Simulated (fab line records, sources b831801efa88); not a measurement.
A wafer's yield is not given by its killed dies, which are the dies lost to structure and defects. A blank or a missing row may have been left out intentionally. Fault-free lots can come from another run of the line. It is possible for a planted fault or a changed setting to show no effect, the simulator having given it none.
Which tool did it? :: flow sky130 :: 42 wafers from 14 lots sampled at 2 of the route's 708 steps

## WHAT THE GAUGES READ, wafer by wafer
The record holds no reading of a measuring or inspecting step that can be judged against a usual standard deviation.

## EACH LOT AND THE TOOL THAT RAN IT (in order: tool; ch and the chambers of the sampled wafers; start)
lot: L859
SKY_LDD_N_IMPLANT_08: implanter-04 ch 0, day 17 21:49
SKY_LDD_N_STRIP_16: plasma asher-03 ch 0,1, day 17 23:01

lot: L861
SKY_LDD_N_IMPLANT_08: implanter-03 ch 0, day 18 15:04
SKY_LDD_N_STRIP_16: plasma asher-03 ch 0,1, day 18 16:16

lot: L862
SKY_LDD_N_IMPLANT_08: implanter-03 ch 0, day 18 23:42
SKY_LDD_N_STRIP_16: plasma asher-03 ch 1, day 19 00:52

lot: L864
SKY_LDD_N_IMPLANT_08: implanter-04 ch 0, day 19 12:25
SKY_LDD_N_STRIP_16: plasma asher-03 ch 0,1, day 19 13:37

lot: L865
SKY_LDD_N_IMPLANT_08: implanter-02 ch 0, day 19 21:49
SKY_LDD_N_STRIP_16: plasma asher-03 ch 0,1, day 19 23:00

lot: L866
SKY_LDD_N_IMPLANT_08: implanter-02 ch 0, day 21 04:28
SKY_LDD_N_STRIP_16: plasma asher-02 ch 0,1, day 21 05:40

lot: L867
SKY_LDD_N_IMPLANT_08: implanter-04 ch 0, day 21 05:11
SKY_LDD_N_STRIP_16: plasma asher-02 ch 0,1, day 21 06:22

lot: L868
SKY_LDD_N_IMPLANT_08: implanter-02 ch 0, day 21 08:34
SKY_LDD_N_STRIP_16: plasma asher-01 ch 0,1, day 21 09:45

lot: L870
SKY_LDD_N_IMPLANT_08: implanter-02 ch 0, day 21 17:04
SKY_LDD_N_STRIP_16: plasma asher-01 ch 0,1, day 21 18:15

lot: L869
SKY_LDD_N_IMPLANT_08: implanter-03 ch 0, day 21 19:55
SKY_LDD_N_STRIP_16: plasma asher-01 ch 0,1, day 21 21:07

lot: L872
SKY_LDD_N_IMPLANT_08: implanter-03 ch 0, day 22 10:43
SKY_LDD_N_STRIP_16: plasma asher-01 ch 0,1, day 22 11:55

lot: L873
SKY_LDD_N_IMPLANT_08: implanter-03 ch 0, day 23 00:01
SKY_LDD_N_STRIP_16: plasma asher-02 ch 0,1, day 23 03:27

lot: L881
SKY_LDD_N_IMPLANT_08: implanter-04 ch 0, day 25 22:00
SKY_LDD_N_STRIP_16: plasma asher-01 ch 0,1, day 25 23:10

lot: L882
SKY_LDD_N_IMPLANT_08: implanter-04 ch 0, day 26 03:46
SKY_LDD_N_STRIP_16: plasma asher-01 ch 0,1, day 26 04:58
- SKY_LDD_N_IMPLANT_08
- SKY_LDD_N_STRIP_16: strips in O2/N2.

## AS READ BY THE TOOLS THEMSELVES (means over the sampled wafers that have a number; for cases with no such wafer, the mark the record gives instead)
SKY_LDD_N_IMPLANT_08. Usual: dose ions cm2 7.498e+13, standard deviation 7.9e+10; faraday current uA 423, standard deviation 8.4.
lot: L859
tool: implanter-04
dose ions cm2: 7.493e+13
faraday current uA: 425
flag: 

lot: L861
tool: implanter-03
dose ions cm2: 7.506e+13
faraday current uA: 422
flag: 

lot: L862
tool: implanter-03
dose ions cm2: 7.505e+13
faraday current uA: 421
flag: 

lot: L864
tool: implanter-04
dose ions cm2: 7.491e+13
faraday current uA: 412
flag: 

lot: L865
tool: implanter-02
dose ions cm2: 7.499e+13
faraday current uA: 428
flag: 

lot: L866
tool: implanter-02
dose ions cm2: 7.503e+13
faraday current uA: 423
flag: 

lot: L867
tool: implanter-04
dose ions cm2: 7.491e+13
faraday current uA: 428
flag: 

lot: L868
tool: implanter-02
dose ions cm2: 7.496e+13
faraday current uA: 418
flag: 

lot: L870
tool: implanter-02
dose ions cm2: 7.500e+13
faraday current uA: 423
flag: 

lot: L869
tool: implanter-03
dose ions cm2: 7.496e+13
faraday current uA: 423
flag: 

lot: L872
tool: implanter-03
dose ions cm2: 4.619e+13
faraday current uA: 265
flag: OFF

lot: L873
tool: implanter-03
dose ions cm2: 4.628e+13
faraday current uA: 262
flag: OFF

lot: L881
tool: implanter-04
dose ions cm2: 7.492e+13
faraday current uA: 421
flag: 

lot: L882
tool: implanter-04
dose ions cm2: 7.506e+13
faraday current uA: 430
flag: 

SKY_LDD_N_STRIP_16. Usual: drypump motor current A 5.8 A, standard deviation 0.42; oes product au 0.407 a.u., standard deviation 0.0049; strip time to endpoint s 4.328 s, standard deviation 0.015.
lot: L859
tool: plasma asher-03
drypump motor current A (A): 5.9
oes product au (a.u.): 0.402
strip time to endpoint s (s): 4.317
flag: 

lot: L861
tool: plasma asher-03
drypump motor current A (A): 5.6
oes product au (a.u.): 0.411
strip time to endpoint s (s): 4.321
flag: 

lot: L862
tool: plasma asher-03
drypump motor current A (A): 6.3
oes product au (a.u.): 0.411
strip time to endpoint s (s): 4.354
flag: 

lot: L864
tool: plasma asher-03
drypump motor current A (A): 5.6
oes product au (a.u.): 0.405
strip time to endpoint s (s): 4.334
flag: 

lot: L865
tool: plasma asher-03
drypump motor current A (A): 5.9
oes product au (a.u.): 0.405
strip time to endpoint s (s): 4.340
flag: 

lot: L866
tool: plasma asher-02
drypump motor current A (A): 5.8
oes product au (a.u.): 0.408
strip time to endpoint s (s): 4.334
flag: 

lot: L867
tool: plasma asher-02
drypump motor current A (A): 5.7
oes product au (a.u.): 0.409
strip time to endpoint s (s): 4.318
flag: 

lot: L868
tool: plasma asher-01
drypump motor current A (A): 5.9
oes product au (a.u.): 0.408
strip time to endpoint s (s): 4.320
flag: 

lot: L870
tool: plasma asher-01
drypump motor current A (A): 5.9
oes product au (a.u.): 0.408
strip time to endpoint s (s): 4.331
flag: 

lot: L869
tool: plasma asher-01
drypump motor current A (A): 5.9
oes product au (a.u.): 0.399
strip time to endpoint s (s): 4.326
flag: 

lot: L872
tool: plasma asher-01
drypump motor current A (A): 5.9
oes product au (a.u.): 0.406
strip time to endpoint s (s): 4.263
flag: OFF

lot: L873
tool: plasma asher-02
drypump motor current A (A): 5.8
oes product au (a.u.): 0.412
strip time to endpoint s (s): 4.268
flag: OFF

lot: L881
tool: plasma asher-01
drypump motor current A (A): 5.7
oes product au (a.u.): 0.406
strip time to endpoint s (s): 4.344
flag: 

lot: L882
tool: plasma asher-01
drypump motor current A (A): 5.7
oes product au (a.u.): 0.408
strip time to endpoint s (s): 4.294
flag: 

## THE ANSWER, worked out from the rows above alone
Rule: a lot counts as off when the mean over its wafers that have a number is more than 3 standard deviations away from the usual mean. A lot without any number at a reading at which 4 lots or more have one is off too. Any other lot the step has rows for is counted as sound. The gauges are gone through in route order, then the tools' own readings, and for those a lot's mean is taken as printed above. The first step at which some lot is off is used, and at that step the reading that is off furthest; a lot without a number counts as furthest.
Off, at SKY_LDD_N_IMPLANT_08 on dose ions cm2: L872, L873.
A tool fits if, at that step or a process step before it, it ran every lot that is off, and no sound lot after the first of them. One fits: implanter-03 at SKY_LDD_N_IMPLANT_08. A fault onset in the window from L869 (day 21 19:55, its last sound lot) to L872 (day 22 10:43, its first lot off) fits.
The tool's own readings at SKY_LDD_N_IMPLANT_08 bear it out: on the lots that are off they differ by more than 5 times the standard deviation of the sound lots' means. dose ions cm2 reads 4.624e+13 there against 7.498e+13 on the sound lots; faraday current uA reads 264 there against 423 on the sound lots.

## WHAT THE SIMULATOR PUT IN
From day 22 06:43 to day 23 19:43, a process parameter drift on implanter-03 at SKY_LDD_N_IMPLANT_08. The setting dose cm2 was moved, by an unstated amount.
Shown lots that were struck: L872, L873. The same result came from the rule above.
